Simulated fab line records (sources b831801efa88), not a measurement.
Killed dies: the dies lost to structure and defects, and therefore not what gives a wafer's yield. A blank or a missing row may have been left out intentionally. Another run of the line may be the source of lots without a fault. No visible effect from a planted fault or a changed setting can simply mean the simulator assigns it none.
Comparing a struck lot with a sound one	flow gf180mcu	18 out of 602 route steps
Sound: the wafers L696.4, L696.5, L696.6. Struck: wafers L705.4, L705.6 (left out: L705.3, a lot-mate that was not struck); the cause follows at the end.
For every step that has rows: the tool of each side, followed by ch and its chambers, followed by its first start. Under that, the readings that differ: sound wafers	struck wafers	difference of the means	sigmas: that difference in standard deviations of wafers without a fault.
alike: words and numbers the same on both sides, and readings whose means are apart by under 2 such deviations; not compared: readings that were withheld, readings missing a value for some wafer, numbers with overlapping values and no deviation given by the record, and bounds like >300 which may hide the same value.
Wherever a step has rows on one side only, a row that says differs or no value, or a row with sigmas, the two part there. Numbers that have no deviation but don't overlap get no sigmas and don't part them. Lack of a reading on every wafer of one side parts them only where that side has two or more wafers.

first, 3 steps without rows for these wafers: GF_V3_EXPOSE_11 (exposes mask Via3, target cd 260 nm); GF_V3_PEB_12 (peb time 90 s); GF_V3_DEVELOP_13 (develop time 60 s).
GF_V3_CD_MEAS_14: the cd target is 260 nm.
  sound: cd-sem-01 at day 24 08:47; struck: cd-sem-02 at day 27 11:37
  alike: cd-nm
GF_V3_OVL_MEAS_15:
  sound: overlay-02 at day 24 08:52; struck: overlay-01 at day 27 11:42
  alike: V3_OVL
GF_V3_ETCH_16: etches BARC in N2/H2.
  sound on rie-diel-03 ch 2,3, day 24 08:52; struck on rie-diel-03 ch 2,3, day 27 11:43
  alike: drypump-motor-current-A, n2-flow-sccm, oes-product-au, throttle-valve-pct
GF_V3_ETCH_17: etches SiO2 in C4F8/O2/Ar, stops on TiN, target depth 635 nm.
  sound: rie-diel-03 ch 2,3; struck: rie-diel-03 ch 2,3
  alike: oes-product-au
GF_V3_STRIP_18: strips in O2/N2.
  sound on plasma-asher-04 ch 0,1, day 24 09:02; struck on plasma-asher-01 ch 0, day 27 11:53
reading	sound	struck	difference	sigmas
drypump-motor-current-A (A)	6.5 6.4 5.7	5.2 5.2	-1.0	-2
  alike: heater-power-w, n2-flow-sccm, oes-product-au
  not compared: rf-hours-counter-h
then, 3 steps without rows for these wafers: GF_V3_STRIP_19 (strips in post etch residue remover, time 1200 s); GF_V3_CLEAN_20 (cleans in DIW); GF_V3_SPUTTER_21 (material Ti, target thk 15 nm, time 80.02 s).
GF_V3_SPUTTER_22: material TiN, target thk 10 nm, time 40 s.
  sound: pvd-sputter-03 at day 24 09:36; struck: pvd-sputter-02 at day 27 12:27
  alike: throttle-valve-pct
GF_V3_CVD_23: deposits W, target thk 350 nm, time 104.9 s.
  sound on cvd-w-02 ch 0,1, day 24 09:40; struck on cvd-w-01 ch 0, day 27 12:31
reading	sound	struck	difference	sigmas
heater-power-w (W)	934 893 920	1103 1084	+178	+3
model.W_of_V3_CVD_23.thk-nm (nm)	349.8 352.8 348.7	243.4 240.3	-108.6	
  not compared: since-wet-clean-h
GF_V3_RS_MEAS_24: uses a four-point probe to measure.
  sound: film-metro-04 at day 24 09:49; struck: film-metro-02 at day 27 12:55
reading	sound	struck	difference	sigmas
V3_W_RS (ohm/sq)	0.3280 0.3253 0.3289	0.4732 0.4789	+0.1486	+53
  not compared: hold
GF_V3_THK_MEAS_25: measures by xrf.
  sound: film-metro-04 at day 24 09:54; struck: film-metro-02 at day 28 00:26
reading	sound	struck	difference	sigmas
V3_W_THK (nm)	340 341 337	235 231	-106	-30
  not compared: hold
GF_V3_CMP_26: polishes, stops on SiO2, t overpolish 15 s, target thk 0 nm.
  sound on cmp-02 ch 0,1, day 24 09:56; struck on cmp-02 ch 0,3, day 28 06:49
reading	sound	struck	difference	sigmas
hold	- - -	await-dispo/6.2h/release await-dispo/6.2h/release	no value on the sound wafers	
time-to-endpoint-s (s)	86 87 79	65 63	-20	-5
  alike: motor-current-A
GF_M4_SPUTTER_00: material Ti, target thk 37.5 nm, time 150 s.
  sound: pvd-sputter-02 at day 24 10:14; struck: pvd-sputter-01 at day 28 07:01
  alike: throttle-valve-pct
then, 1 step without rows for these wafers: GF_PASSIVATION_PROBE_99.

WHERE THEY PART
Earliest at GF_V3_STRIP_18; latest, in this record, at GF_V3_CMP_26. Later steps at which nothing parts them and some readings are alike: GF_M4_SPUTTER_00.

WHY: what the simulator had put in
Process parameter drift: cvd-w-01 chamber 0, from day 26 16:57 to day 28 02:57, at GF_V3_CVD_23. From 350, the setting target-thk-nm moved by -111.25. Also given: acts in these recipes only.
